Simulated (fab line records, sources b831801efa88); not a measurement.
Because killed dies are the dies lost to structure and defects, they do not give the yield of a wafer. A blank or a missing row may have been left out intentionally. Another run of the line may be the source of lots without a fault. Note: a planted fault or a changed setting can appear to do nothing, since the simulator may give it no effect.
8D (eight disciplines) problem report, filled in by code | flow gf180mcu | the parts of the form that need people (team, actions taken, sign-off) are left out

== 1. WHAT WENT WRONG ==
Across 6 wafers from 2 lots, CONTACT_CVD_02_THK at GF_CONTACT_THK_MEAS_03 averages 987 nm, while fault-free wafers read 862 nm with a standard deviation of 9.8. That is +13 standard deviations from the usual mean.
First seen on wafer L652.1, day 20 00:22, on film metro-02. The record holds 39 wafers of 13 lots with a number at this step. By rule, "out" or "out of limits" means more than 4 standard deviations away from the usual mean. The other wafers with a number count as sound.

== 2. WHAT THIS IS AND IS NOT ==
question                    | is                           | is not
which readings at this step | CONTACT_CVD_02_THK           | -
which lots                  | L652, L653                   | L642, L643, L644, L645, L651, L655, L657, L660, L661, L662, L664
which wafers of those lots  | all that have a number       | -
read on which gauges        | film metro-02, film metro-04 | film metro-03
when                        | from day 20 00:22            | up to then (15 sound wafers); but 18 sound wafers of L655, L657, L660, L661, L662, L664 came after

== 3. THE SUSPECTS, EACH WITH WHAT RULES IT OUT ==
Counting: a tool at a process step up to the reading stays a suspect if it ran every lot that is out and no sound lot after the first of them.
- the gauge at GF_CONTACT_THK_MEAS_03 is ruled out. The wafers that are out were read on 2 gauges (film metro-02, film metro-04).
- pecvd-04 at GF_CONTACT_CVD_02 (deposits SiO2 from TEOS, target thk 860 nm, time 95.992 s): ruled out as a lasting fault. Following L652 (day 20 00:17), the first lot on it that is out, the sound lots L664 were run on it.
Left after counting: nothing in the record.

== 4. THE CAUSE (what the simulator had put in) ==
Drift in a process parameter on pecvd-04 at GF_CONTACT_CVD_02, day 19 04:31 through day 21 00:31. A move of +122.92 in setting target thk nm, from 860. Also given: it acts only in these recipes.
It was ruled out by counting, in error; the rule expects a fault to strike all lots run on its tool from its start on, and this fault did not.

== 5. SEQUENCE OF EFFECTS, ordered by route ==
Each row: a reading whose mean over the struck wafers that have a number lies more than 3 standard deviations from the usual. Only readings whose record carries a usual standard deviation are examined. hours: median over the lots of the time between each lot's start at the first step of this table that gives one and its start at this step. sigmas: the change, counted in usual standard deviations.
hours | step                   | reading            | usual  | on struck wafers | change | sigmas
0     | GF_CONTACT_THK_MEAS_03 | CONTACT_CVD_02_THK | 862 nm | 987              | +125   | +13
0     | GF_CONTACT_CMP_04      | time to endpoint s | 113 s  | 160              | +47    | +11
It contains these process steps:
- GF_CONTACT_CMP_04: polishes SiO2.
Later steps that measure or inspect, where all struck wafers having a row at the step show a number for every such reading and not one has moved that far: GF_CONTACT_CD_MEAS_14.

== 6. WHAT WOULD HAVE CAUGHT IT SOONER ==
Counted from the fault's start at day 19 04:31, it took 20 hours until the first out-of-limits reading at a measuring or inspecting step in this record, taken at day 20 00:22.
Of the tool readings at GF_CONTACT_CVD_02 for which the record gives a usual standard deviation, none was out on any struck wafer, so an alarm limit of 4 standard deviations on them would not have fired.
